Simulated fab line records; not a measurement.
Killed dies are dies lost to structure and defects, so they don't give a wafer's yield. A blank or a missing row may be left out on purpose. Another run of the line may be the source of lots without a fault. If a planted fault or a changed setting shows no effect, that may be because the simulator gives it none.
Chamber matching | flow gf180mcu | GF_V4_CMP_04 on cmp-01: 4 sister chambers
The step polishes SiO2. 8 wafers are shown with their chamber, then 10 later ones without.

## WAFERS WITH THEIR CHAMBER
wafer  | chamber | motor_current_A (A) | head_pressure_psi (psi)
L082.3 | 3       | 11.1                | 4.006
L083.3 | 0       | 12.1                | 4.004
L083.5 | 0       | 11.9                | 3.992
L084.1 | 1       | 10.7                | 3.990
L084.2 | 2       | 13.7                | 4.003
L084.3 | 3       | 9.9                 | 4.001
L085.3 | 2       | 13.1                | 4.000
L085.4 | 1       | 10.5                | 3.985

## WAFERS MISSING THEIR CHAMBER
wafer  | motor_current_A (A) | head_pressure_psi (psi)
L085.6 | 10.0                | 4.006
L086.1 | 13.3                | 4.001
L086.4 | 10.6                | 4.000
L086.5 | 11.2                | 3.998
L090.1 | 10.6                | 3.999
L090.3 | 13.2                | 3.999
L090.4 | 11.2                | 3.980
L091.1 | 13.4                | 4.013
L091.3 | 10.2                | 4.017
L091.6 | 10.5                | 3.996

## CHAMBER TAKEN BY EACH
wafer  | from the rows above          | in truth
L085.6 | 3                            | 3
L086.1 | 2                            | 2
L086.4 | can't be placed: 3 or 1      | 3
L086.5 | can't be placed: 0 or 3 or 1 | 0
L090.1 | can't be placed: 3 or 1 or 0 | 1
L090.3 | can't be placed: 2 or 0      | 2
L090.4 | can't be placed: 1 or 0      | 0
L091.1 | can't be placed: 2 or 0      | 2
L091.3 | 3                            | 3
L091.6 | can't be placed: 3 or 1 or 0 | 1
Correctly placed: 3 of 10. Not placeable from these rows: 7 (in 7, the candidates include the true chamber). Number placed wrongly: 0.
How it was worked out, from the rows above alone: a wafer's distance from a chamber is the root of the sum, over the readings, of the square of ((its reading less the chamber's mean) divided by the reading's scatter). The wafer belongs to the nearest chamber; if the next one is less than 2 further off, it can't be placed. For every chamber, the mean is computed from those of its wafers that are shown. The scatter is the square root of a quotient: the sum, over the shown wafers, of each reading's squared deviation from its chamber's mean, divided by wafers minus chambers.
